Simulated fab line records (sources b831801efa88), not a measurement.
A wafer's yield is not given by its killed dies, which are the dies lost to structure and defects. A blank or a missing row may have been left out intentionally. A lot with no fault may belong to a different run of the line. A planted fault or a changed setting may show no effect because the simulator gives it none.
One fault through the eyes of 2 desks | flow sky130 | each desk holds nothing but its own numbers, with what lay behind them at the end

== THE TOOL OWNER'S DESK: plasma-asher-02 ==
The tool's own readings at SKY_LOCAL_INTERCONNECT_STRIP_15 (strips in O2/N2): means of the sampled wafers that have a number, for each lot that ran on this tool. The brackets show how far a lot's mean lies from the usual mean; more than 4 standard deviations puts the lot out of limits, marked OUT.
Columns: A = chamber-pressure-mTorr at SKY_LOCAL_INTERCONNECT_STRIP_15, usual 1500.1 mTorr; B = drypump-motor-current-A at SKY_LOCAL_INTERCONNECT_STRIP_15, usual 5.8 A; C = oes-product-au at SKY_LOCAL_INTERCONNECT_STRIP_15, usual 0.427 a.u.; D = strip-time-to-endpoint-s at SKY_LOCAL_INTERCONNECT_STRIP_15, usual 4.729 s
lot  | first seen here | A      | B   | C     | D
L866 | day 30 23:26    | 1499.0 | 5.7 | 0.425 | 4.736
L878 | day 35 07:31    | 1499.5 | 5.7 | 0.424 | 4.704
L877 | day 35 08:23    | 1500.6 | 5.7 | 0.426 | 4.754
L879 | day 35 16:53    | 1498.5 | 5.7 | 0.419 | 4.712
L881 | day 35 23:20    | 1500.0 | 5.7 | 0.426 | 4.725
Finding of this desk: none of the 5 lots has anything out of limits.

== FROM THE METROLOGY DESK ==
Means of the sampled wafers that have a number, per lot and without regard to the tool the lot ran on: this is what the gauges read. The brackets show how far a lot's mean lies from the usual mean; more than 4 standard deviations puts the lot out of limits, marked OUT.
Columns: A = cd-nm at SKY_LOCAL_INTERCONNECT_CD_MEAS_11, usual 169.9 nm; B = CONTACT_W_THK at SKY_CONTACT_THK_MEAS_26, usual 349 nm
lot  | first seen here | A     | B
L864 | day 30 03:22    | 171.6 | 357
L865 | day 30 08:51    | 169.3 | 353
L866 | day 30 23:05    | 170.3 | 353
L869 | day 32 12:19    | 169.9 | -
L870 | day 32 15:56    | 170.3 | -
L878 | day 35 07:16    | 170.8 | 346
L877 | day 35 08:07    | 169.4 | 350
L879 | day 35 16:37    | 171.1 | 338
L881 | day 35 23:04    | 169.7 | 343
L883 | day 36 08:02    | 171.3 | 345
L884 | day 36 18:22    | 169.0 | 344
L885 | day 36 23:59    | 172.2 | 349
L887 | day 37 19:55    | 170.0 | 346
Finding of this desk: none of the 13 lots has anything out of limits.

== BROUGHT TOGETHER ==
The desk of the tool owner found nothing out of limits.
The metrology desk saw nothing out of limits.

== WHAT THE SIMULATOR PUT IN ==
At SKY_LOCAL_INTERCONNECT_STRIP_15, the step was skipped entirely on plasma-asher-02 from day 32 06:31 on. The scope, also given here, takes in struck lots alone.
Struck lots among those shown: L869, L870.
